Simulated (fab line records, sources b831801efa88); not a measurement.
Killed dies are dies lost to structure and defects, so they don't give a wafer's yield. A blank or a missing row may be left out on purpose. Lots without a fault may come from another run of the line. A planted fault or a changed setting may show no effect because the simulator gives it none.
A struck lot beside a sound one | flow sfq_line | 14 steps out of a route of 325
Sound: wafers L385.3, L385.4, L385.6. Struck: wafers L379.3, L379.5, L379.6. The cause comes at the end.
At each step with rows: each side's tool, then ch and its chambers, then its first start. Under that, the readings that differ: sound wafers | struck wafers | difference of the means | sigmas: that difference in standard deviations of wafers without a fault.
alike: readings whose means differ by less than 2 such deviations, and words and numbers that are the same on both sides. not compared: withheld readings, readings that some wafer has no value for, bounds like >300 that may hide the same value, and numbers for which the record gives no deviation and whose values overlap.
The two part at a step that has a row with sigmas, a row that says differs or no value, or rows on one side only. Numbers that don't overlap but have no deviation are shown without sigmas and don't part them. A reading that every wafer of one side lacks parts them only if that side has two wafers or more.

SFQ_TRILAYER_M6_BARC_OPEN_METAL_ETCH_206: etches BARC in O2, target depth 125 nm, time 41.7 s.
  sound on rie_metal-01 ch 0,1, day 85 13:58; struck on rie_metal-02 ch 0,1, day 80 19:42
  alike: chamber_pressure_mTorr, drypump_motor_current_A, oes_product_au
  not compared: rf_hours_counter_h
then, 1 step without rows for these wafers: SFQ_TRILAYER_M6_ETCH_METAL_ETCH_162 (etches Nb in Cl2/Ar, stops on SiO2, target depth 240 nm, time 120 s).
SFQ_TRILAYER_M6_STRIP_STRIP_163: strips in O2.
  sound on rie_metal-01 ch 0,1, day 85 14:20; struck on rie_metal-02 ch 0,1, day 80 20:04
  alike: chamber_pressure_mTorr, drypump_motor_current_A, oes_product_au
  not compared: rf_hours_counter_h
then, 1 step without rows for these wafers: SFQ_TRILAYER_M6_STRIP_SOLV_CLEAN_164 (cleans in NMP, time 600 s).
SFQ_TRILAYER_I6_DEP_PECVD_165: deposits SiO2 from SiH4/N2O, time 111.11 s, target thk 500 nm.
  sound on pecvd-01 ch 1,2, day 85 14:55; struck on pecvd-01 ch 1,2, day 80 20:38
  alike: heater_power_w, susceptor_temp_C, throttle_valve_pct
SFQ_TRILAYER_I6_CMP_CMP_166: polishes SiO2.
  sound on cmp-01 ch 1,2, day 85 14:59; struck on cmp-01 ch 0,3, day 80 21:13
  alike: motor_current_A, time_to_endpoint_s
SFQ_I6_BOW_MEAS_941:
  sound on film_metro-03, day 85 18:02; struck on film_metro-04, day 80 23:46
  alike: I6_BOW
SFQ_TRILAYER_I6_METRO_MEASURE_167:
  sound on film_metro-03, day 85 18:31; struck on film_metro-04, day 81 00:14
  alike: thk_nm
then, 4 steps without rows for these wafers: SFQ_TRILAYER_I6_VIA_LITHO_COAT_174 (resist thk 62 nm); SFQ_TRILAYER_I6_VIA_LITHO_COAT_169 (resist thk 650 nm); SFQ_TRILAYER_I6_VIA_LITHO_SOFTBAKE_173; SFQ_TRILAYER_I6_VIA_LITHO_EXPOSE_170 (exposes mask I6, target cd 700 nm).
-- the record jumps here: 5 days lie between the struck wafers' starts before and after --
SFQ_TRILAYER_I6_VIA_LITHO_PEB_172: peb time 60 s.
  sound on litho_track-01 ch 0, day 89 04:47; struck on litho_track-03, day 85 19:49
  no value came back on the struck wafers for chill_plate_temp_C (C), exhaust_pa (Pa); on the sound wafers chill_plate_temp_C (C) reads 23.02 23.03 23.00
then, 1 step without rows for these wafers: SFQ_TRILAYER_I6_VIA_LITHO_DEVELOP_171 (time 60 s).

WHERE THEY PART
Only at SFQ_TRILAYER_I6_VIA_LITHO_PEB_172, within this record.

WHY: what the simulator had put in
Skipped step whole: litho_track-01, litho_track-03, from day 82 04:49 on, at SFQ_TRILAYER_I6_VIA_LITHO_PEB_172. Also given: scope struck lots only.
